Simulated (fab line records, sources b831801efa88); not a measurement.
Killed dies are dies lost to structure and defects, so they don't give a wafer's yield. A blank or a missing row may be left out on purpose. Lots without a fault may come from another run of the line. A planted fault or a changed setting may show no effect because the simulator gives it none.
Tool commonality check | flow sky130 | 13 lots, 42 wafers sampled

WHY IT WAS OPENED
At SKY_SD_P_CD_MEAS_07 the reading cd_nm is flagged on 1 of 13 lots. Wafers without a fault read 380.4 nm, standard deviation 2.7.
Rule: a lot is flagged when every wafer of it that has a number lies more than 4 standard deviations from that mean, or none has a number. The other lots count as sound.

lot  | measured     | on        | cd_nm (nm), wafer by wafer          | flag
L106 | day 25 09:08 | cd_sem-01 | 379.4 381.4 377.6                   |
L107 | day 26 04:11 | cd_sem-02 | 385.1 387.0 384.4                   |
L108 | day 26 07:01 | cd_sem-01 | 384.2 385.0 384.3                   |
L109 | day 26 12:47 | cd_sem-02 | 379.9 384.3 382.5                   |
L110 | day 26 17:10 | cd_sem-01 | 379.6 378.5 377.2                   |
L113 | day 27 21:35 | cd_sem-02 | 404.2 404.7 407.3 404.1 404.5 407.3 | FLAGGED
L115 | day 28 20:44 | cd_sem-02 | 381.7 381.1 379.1                   |
L121 | day 31 08:01 | cd_sem-01 | 378.9 378.0 377.0                   |
L123 | day 32 14:40 | cd_sem-01 | 384.9 384.6 385.6                   |
L124 | day 32 15:42 | cd_sem-02 | 378.1 378.1 377.9                   |
L125 | day 32 16:55 | cd_sem-02 | 380.0 377.2 378.1                   |
L127 | day 32 18:52 | cd_sem-02 | 379.8 380.5 381.1                   |
L128 | day 33 16:23 | cd_sem-02 | 381.9 380.9 382.8                   |
The numbers of the flagged lots are 405.4 nm on average: +25.0 nm against the usual, or +9 standard deviations.

WHICH TOOL RAN EACH LOT
The record holds 1 process step before the reading, out of a route of 708 steps. In each cell: the tool, then ch and the chambers that the sampled wafers went through, then the start.
lot  | flag    | SKY_SD_P_EXPOSE_04
L106 |         | iline_stepper-02 ch 0, day 24 20:44
L107 |         | iline_stepper-02 ch 0, day 25 11:53
L108 |         | iline_stepper-01 ch 0, day 25 14:08
L109 |         | iline_stepper-01 ch 0, day 25 21:51
L110 |         | iline_stepper-02 ch 0, day 26 04:41
L113 | FLAGGED | iline_stepper-01 ch 0, day 27 09:02
L115 |         | iline_stepper-02 ch 0, day 28 05:26
L121 |         | iline_stepper-02 ch 0, day 30 17:15
L123 |         | iline_stepper-01 ch 0, day 31 23:15
L124 |         | iline_stepper-01 ch 0, day 32 01:09
L125 |         | iline_stepper-02 ch 0, day 32 03:29
L127 |         | iline_stepper-01 ch 0, day 32 05:54
L128 |         | iline_stepper-02 ch 0, day 33 01:44
What these steps do:
- SKY_SD_P_EXPOSE_04: exposes mask PSDM, target cd 380 nm.
- SKY_SD_P_CD_MEAS_07: target cd 380 nm.

FLAGGED OVER TOTAL, TOOL BY TOOL (the gauges that took the reading come last)
step                | tool             | lots run | flagged | share of the flagged lots | sound lots run after its first flagged lot
SKY_SD_P_EXPOSE_04  | iline_stepper-01 | 6        | 1       | all                       | 3 (L123,L124,L127)
SKY_SD_P_EXPOSE_04  | iline_stepper-02 | 7        | 0       | none                      | -
SKY_SD_P_CD_MEAS_07 | cd_sem-01        | 5        | 0       | none                      | -
SKY_SD_P_CD_MEAS_07 | cd_sem-02        | 8        | 1       | all                       | 5 (L115,L124,L125,L127,L128)

WHAT THE TABLE ALLOWS
2 rows of the table ran every flagged lot: iline_stepper-01 at SKY_SD_P_EXPOSE_04, cd_sem-02 at SKY_SD_P_CD_MEAS_07.
- iline_stepper-01 at SKY_SD_P_EXPOSE_04: 1 of its 6 lots flagged. Sound lots ran on it after the first flagged one (L123, L124, L127), which a lasting fault on the whole tool wouldn't allow.
- cd_sem-02 at SKY_SD_P_CD_MEAS_07: 1 of its 8 lots flagged. Sound lots ran on it after the first flagged one (L115, L124, L125, L127, L128), which a lasting fault on the whole tool wouldn't allow.
No row of the table ran every flagged lot and no sound lot after the first.

WHAT THE SIMULATOR HAD PUT IN
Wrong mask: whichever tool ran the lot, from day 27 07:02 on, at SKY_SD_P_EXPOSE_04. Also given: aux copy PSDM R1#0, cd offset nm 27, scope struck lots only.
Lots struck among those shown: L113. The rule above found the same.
